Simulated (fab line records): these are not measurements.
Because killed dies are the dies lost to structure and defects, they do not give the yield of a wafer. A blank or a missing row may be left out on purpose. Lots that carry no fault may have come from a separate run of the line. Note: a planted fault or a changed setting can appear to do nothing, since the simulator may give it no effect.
Which tool was responsible?	flow gf180mcu	12 lots, 36 wafers sampled, at 4 steps of a route of 602

WHAT THE GAUGES SHOWED, per wafer
GF_SAB_THK_MEAS_01. Usual: SAB_CVD_00_THK typically reads 51.6 nm, with standard deviation 0.63.
lot	measured	on	SAB_CVD_00_THK (nm)	flag
L424	day 14 17:52	filmMetro-02	51.7 51.7 52.9	
L425	day 15 09:08	filmMetro-04	50.7 51.4 51.4	
L426	day 15 11:54	filmMetro-03	51.6 51.3 52.0	
L427	day 15 18:31	filmMetro-04	50.5 52.2 52.0	
L428	day 16 09:08	filmMetro-04	50.9 51.1 51.9	
L429	day 16 11:14	filmMetro-02	51.5 51.3 51.0	
L435	day 19 03:56	filmMetro-02	50.7 50.5 51.0	
L437	day 19 17:13	filmMetro-02	51.0 51.0 51.5	
L441	day 21 06:50	filmMetro-02	51.3 50.7 51.7	
L443	day 21 12:41	filmMetro-03	51.4 51.6 51.9	
L444	day 22 10:40	filmMetro-02	52.1 51.9 52.4	
L445	day 22 14:38	filmMetro-02	50.7 51.0 51.8	

GF_SAB_OVL_MEAS_10. Usual: SAB_OVL typically reads 0.1 nm, with standard deviation 1.3.
lot	measured	on	SAB_OVL (nm)	flag
L424	day 15 15:53	overlay-01	0.5 1.1 0.4	
L425	day 16 07:05	overlay-02	2.7 0.9 1.0	
L426	day 16 09:30	overlay-01	-0.6 0.6 1.2	
L427	day 16 16:46	overlay-01	-0.2 -0.5 1.3	
L428	day 17 07:31	overlay-02	-0.9 -0.4 -2.0	
L429	day 17 10:15	overlay-02	2.5 1.9 2.3	
L435	day 20 03:04	overlay-02	1.5 0.8 0.1	
L437	day 20 17:18	overlay-02	0.9 -0.8 -2.5	
L441	day 22 05:54	overlay-02	0.1 1.4 0.0	
L443	day 22 12:15	overlay-02	-0.8 -0.1 -1.1	
L444	day 23 09:48	overlay-01	-0.7 -0.5 -1.2	
L445	day 23 12:54	overlay-02	-1.1 -1.5 0.5	

GF_CONTACT_THK_MEAS_01. Usual: CONTACT_CVD_00_THK typically reads 299.4 nm, with standard deviation 2.9.
lot	measured	on	CONTACT_CVD_00_THK (nm)	flag
L424	day 15 16:52	filmMetro-02	298.7 296.2 293.2	
L425	day 16 08:02	filmMetro-02	307.9 305.3 305.5	
L426	day 16 10:27	filmMetro-02	299.5 299.6 298.5	
L427	day 16 17:43	filmMetro-01	296.8 302.3 301.6	
L428	day 17 08:28	filmMetro-04	297.4 297.9 299.0	
L429	day 17 11:12	filmMetro-01	299.5 296.9 298.1	
L435	day 20 04:00	filmMetro-04	306.3 152.4 157.2 306.3 152.3 157.0	OFF
L437	day 20 18:14	filmMetro-04	299.6 150.5 296.8 299.5 150.4 296.9	OFF
L441	day 22 06:57	filmMetro-02	295.9 293.8 295.8	
L443	day 22 13:13	filmMetro-04	295.4 295.5 296.1	
L444	day 23 10:46	filmMetro-04	302.3 297.8 299.0	
L445	day 23 13:53	filmMetro-02	299.1 298.0 296.3	

TOOL THAT RAN EACH LOT (tool first, then ch and the chambers of the sampled wafers, then the start)
lot	GF_CONTACT_CVD_00
L424	hdpcvd-01 ch 1,2, day 15 16:49
L425	hdpcvd-02 ch 0,1,2, day 16 08:00
L426	hdpcvd-02 ch 0,2, day 16 10:25
L427	hdpcvd-02 ch 0,2, day 16 17:40
L428	hdpcvd-01 ch 0,1,2, day 17 08:25
L429	hdpcvd-01 ch 0,1,2, day 17 11:10
L435	hdpcvd-02 ch 0,2, day 20 03:57
L437	hdpcvd-02 ch 0,1,2, day 20 18:12
L441	hdpcvd-01 ch 0,1,2, day 22 06:55
L443	hdpcvd-01 ch 0,1, day 22 13:10
L444	hdpcvd-02 ch 0,2, day 23 10:43
L445	hdpcvd-01 ch 0,1, day 23 13:50
- GF_CONTACT_CVD_00: deposits SiO2, target thk 300 nm, time 50 s.

AS READ BY THE TOOLS THEMSELVES (means over the sampled wafers that have a number; for cases with no such wafer, the mark the record gives instead)
GF_CONTACT_CVD_00. Usual: 60.00 sccm for sih4FlowSccm, sd 0.19.
lot	tool	sih4FlowSccm (sccm)	flag
L424	hdpcvd-01	59.95	
L425	hdpcvd-02	60.03	
L426	hdpcvd-02	59.91	
L427	hdpcvd-02	59.96	
L428	hdpcvd-01	59.84	
L429	hdpcvd-01	59.92	
L435	hdpcvd-02	39.92	OFF
L437	hdpcvd-02	50.00	OFF
L441	hdpcvd-01	60.19	
L443	hdpcvd-01	60.14	
L444	hdpcvd-02	60.15	
L445	hdpcvd-01	59.92	

THE ANSWER, worked out from the rows above alone
Rule: lot off if the mean of its wafers having a number is beyond 3 standard deviations from the usual mean. Also off: a lot with no number at a reading for which 4 or more lots have one. The other lots that the step has rows for count as sound. First the gauges in route order, then the tools' own readings, where a lot's mean is used as printed above. At the first step where some lot is off, the reading lying furthest off is the one used; lots without a number count as furthest.
Off: L435, L437, seen at GF_CONTACT_THK_MEAS_01 (CONTACT_CVD_00_THK).
If a tool, at a process step before that reading, ran all the lots that are off and no sound lot after the first of them, it fits. Not tried: the gauges at GF_CONTACT_THK_MEAS_01; whatever is off there is also off at GF_CONTACT_CVD_00, on other tools, and gauge error can't account for it. No candidate that was tried fits.

WHAT THE SIMULATOR HAD INSERTED
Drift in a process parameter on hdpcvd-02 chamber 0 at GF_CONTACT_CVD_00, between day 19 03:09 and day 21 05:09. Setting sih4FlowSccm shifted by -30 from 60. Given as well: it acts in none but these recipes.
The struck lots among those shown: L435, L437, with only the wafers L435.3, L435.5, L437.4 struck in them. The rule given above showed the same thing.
